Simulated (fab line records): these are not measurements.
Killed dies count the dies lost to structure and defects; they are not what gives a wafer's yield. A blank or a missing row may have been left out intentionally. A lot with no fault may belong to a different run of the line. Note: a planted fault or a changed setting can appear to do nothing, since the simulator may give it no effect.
Which tool did it? ; flow sky130 ; 36 wafers from 12 lots sampled at 6 of the route's 708 steps

## WHAT THE GAUGES SHOWED, per wafer
SKY_FIELD_ISO_THK_MEAS_25. Usual: FIELD_ISO_CVD_24_THK typically reads 598 nm, with standard deviation 6.6.
lot;measured;on;FIELD_ISO_CVD_24_THK (nm);flag
L738;day 2 05:11;film-metro-01;595 596 595;
L739;day 2 12:32;film-metro-03;593 608 605;
L742;day 3 03:31;film-metro-03;600 609 600;
L743;day 3 08:21;film-metro-02;596 604 583;
L744;day 3 12:10;film-metro-01;605 598 605;
L748;day 4 09:37;film-metro-03;601 587 593;
L751;day 5 03:45;film-metro-02;601 593 602;
L754;day 5 18:03;film-metro-01;596 599 598;
L753;day 5 18:04;film-metro-03;595 592 598;
L755;day 5 23:30;film-metro-03;602 598 599;
L759;day 6 20:10;film-metro-03;600 590 605;
L760;day 7 04:44;film-metro-01;592 603 597;

SKY_NWELL_TW_MEAS_15. Usual: NWELL_TW typically reads 1825, with standard deviation 7.9.
lot;measured;on;NWELL_TW;flag
L738;day 4 07:46;film-metro-01;1837 1835 1837;
L739;day 4 17:31;film-metro-03;1813 1822 1809;
L742;day 5 14:52;film-metro-03;1833 1839 1828;
L743;day 5 17:09;film-metro-03;1827 1833 1822;
L744;day 5 22:18;film-metro-01;1823 1823 1825;
L748;day 7 00:14;film-metro-03;1820 1811 1809;
L751;day 7 16:16;film-metro-01;1817 1814 1821;
L754;day 8 09:45;film-metro-03;1678 1681 1686 1674 1678 1681;OFF
L753;day 8 09:25;film-metro-01;1828 1834 1822;
L755;day 8 15:31;film-metro-01;1681 1687 1680 1675 1688 1678;OFF
L759;day 9 15:28;film-metro-04;1813 1815 1821;
L760;day 10 01:37;film-metro-04;1831 1831 1831;

SKY_NWELL_RS_MEAS_29: uses a four-point probe to measure. Usual: NWELL_RS typically reads 624.6 ohm/sq, with standard deviation 1.6.
lot;measured;on;NWELL_RS (ohm/sq);flag
L738;day 5 00:56;film-metro-04;621.8 621.8 623.9;
L739;day 5 11:23;film-metro-03;626.1 624.8 629.4;
L742;day 6 09:29;film-metro-01;625.1 625.5 626.2;
L743;day 6 11:37;film-metro-04;623.7 622.5 625.9;
L744;day 6 17:37;film-metro-03;625.6 623.8 623.9;
L748;day 7 20:05;film-metro-01;625.1 624.3 624.1;
L751;day 8 13:13;film-metro-01;623.4 622.3 622.3;
L754;day 9 07:07;film-metro-01;719.8 718.3 719.0 719.7 718.7 721.1;OFF
L753;day 9 06:29;film-metro-03;626.4 624.7 627.3;
L755;day 9 12:22;film-metro-04;716.7 718.9 717.4 715.8 715.8 719.9;OFF
L759;day 10 13:57;film-metro-04;624.0 622.6 623.3;
L760;day 11 00:45;film-metro-01;623.8 624.0 624.6;

SKY_VT_ADJUST_HVTR_TW_MEAS_11. Usual: VT_ADJUST_HVTR_TW typically reads 211.5, with standard deviation 0.83.
lot;measured;on;VT_ADJUST_HVTR_TW;flag
L738;day 9 02:14;film-metro-04;212.2 211.1 210.0;
L739;day 9 13:29;film-metro-03;212.0 211.2 211.2;
L742;day 10 16:29;film-metro-04;212.1 212.2 212.1;
L743;day 10 17:37;film-metro-03;212.2 213.2 213.1;
L744;day 11 01:40;film-metro-04;211.8 211.6 213.4;
L748;day 12 08:53;film-metro-01;212.4 210.9 212.4;
L751;day 13 06:41;film-metro-04;210.6 210.6 211.0;
L753;day 14 04:44;film-metro-01;211.2 211.8 211.0;
L759;day 15 22:30;film-metro-04;212.1 211.7 211.9;
L760;day 16 12:14;film-metro-04;209.4 210.4 210.9;

SKY_VT_ADJUST_PCH_OVL_MEAS_07. Usual: VT_ADJUST_PCH_OVL typically reads -0.2 nm, with standard deviation 1.3.
lot;measured;on;VT_ADJUST_PCH_OVL (nm);flag
L738;day 9 21:37;overlay-02;0.0 0.2 0.6;
L739;day 10 10:26;overlay-02;0.3 0.6 -0.2;
L742;day 11 15:19;overlay-01;-2.1 0.0 -1.4;
L743;day 11 16:40;overlay-01;-0.9 -2.2 -3.5;
L744;day 12 00:55;overlay-01;1.3 -1.6 -2.0;
L748;day 13 09:29;overlay-01;0.8 1.6 0.8;
L751;day 14 08:16;overlay-02;-0.7 -1.9 0.5;
L753;day 15 07:46;overlay-02;-0.5 -0.8 -0.8;
L759;day 17 03:05;overlay-02;-0.1 -0.2 -0.5;
L760;day 17 16:59;overlay-01;-1.0 0.2 -0.9;

## EACH LOT AND THE TOOL THAT RAN IT (in order: tool; ch and the chambers of the sampled wafers; start)
lot;SKY_NWELL_IMPLANT_11
L738;implanter-03 ch 0, day 4 07:14
L739;implanter-04 ch 0, day 4 16:59
L742;implanter-01 ch 0, day 5 14:20
L743;implanter-03 ch 0, day 5 16:36
L744;implanter-01 ch 0, day 5 21:45
L748;implanter-04 ch 0, day 6 23:40
L751;implanter-04 ch 0, day 7 15:45
L754;implanter-01 ch 0, day 8 09:12
L753;implanter-04 ch 0, day 8 08:53
L755;implanter-01 ch 0, day 8 14:58
L759;implanter-03 ch 0, day 9 14:57
L760;implanter-03 ch 0, day 10 01:06
- SKY_NWELL_IMPLANT_11

## AS READ BY THE TOOLS THEMSELVES (means over the sampled wafers that have a number; for cases with no such wafer, the mark the record gives instead)
SKY_NWELL_IMPLANT_11. Usual: beam-on-s 10.01 s, standard deviation 0.19; faraday-current-uA 107.0, standard deviation 2.
lot;tool;beam-on-s (s);faraday-current-uA;flag
L738;implanter-03;10.01;107.2;
L739;implanter-04;10.02;106.9;
L742;implanter-01;9.87;108.3;
L743;implanter-03;9.83;108.6;
L744;implanter-01;9.82;108.9;
L748;implanter-04;9.96;107.6;
L751;implanter-04;10.08;106.4;
L754;implanter-01;7.73;138.6;OFF
L753;implanter-04;9.88;108.5;
L755;implanter-01;7.90;135.2;OFF
L759;implanter-03;10.09;106.2;
L760;implanter-03;10.01;106.9;

## THE ANSWER, worked out from the rows above alone
Rule: a lot counts as off when the mean over its wafers that have a number is more than 3 standard deviations away from the usual mean. Also off: a lot with no number at a reading for which 4 or more lots have one. All remaining lots with rows at the step are treated as sound. Order of review: gauges by route order, followed by the tools' own readings, for which a lot's mean as printed above is used. At the first step where some lot is off, the reading lying furthest off is the one used; lots without a number count as furthest.
Off: L754, L755, seen at SKY_NWELL_TW_MEAS_15 (NWELL_TW).
If a tool, at a process step before that reading, ran all the lots that are off and no sound lot after the first of them, it fits. Not tried: the gauges at SKY_NWELL_TW_MEAS_15; whatever is off there is also off at SKY_NWELL_IMPLANT_11, on other tools, and gauge error can't account for it. One fits: implanter-01 at SKY_NWELL_IMPLANT_11. A fault onset in the window from L744 (day 5 21:45, its last sound lot) to L754 (day 8 09:12, its first lot off) fits.
The tool's own readings at SKY_NWELL_IMPLANT_11 bear it out: on the lots that are off they differ by more than 5 times the standard deviation of the sound lots' means. beam-on-s reads 7.82 s there against 9.96 s on the sound lots; faraday-current-uA reads 136.9 there against 107.5 on the sound lots.

## WHAT WAS PUT IN BY THE SIMULATOR
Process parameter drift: implanter-01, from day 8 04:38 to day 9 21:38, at SKY_NWELL_IMPLANT_11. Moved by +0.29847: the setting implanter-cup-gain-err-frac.
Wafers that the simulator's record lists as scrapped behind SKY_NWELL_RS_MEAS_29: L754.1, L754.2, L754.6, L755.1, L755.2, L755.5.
Struck lots among those shown: L754, L755. The same result came from the rule above.
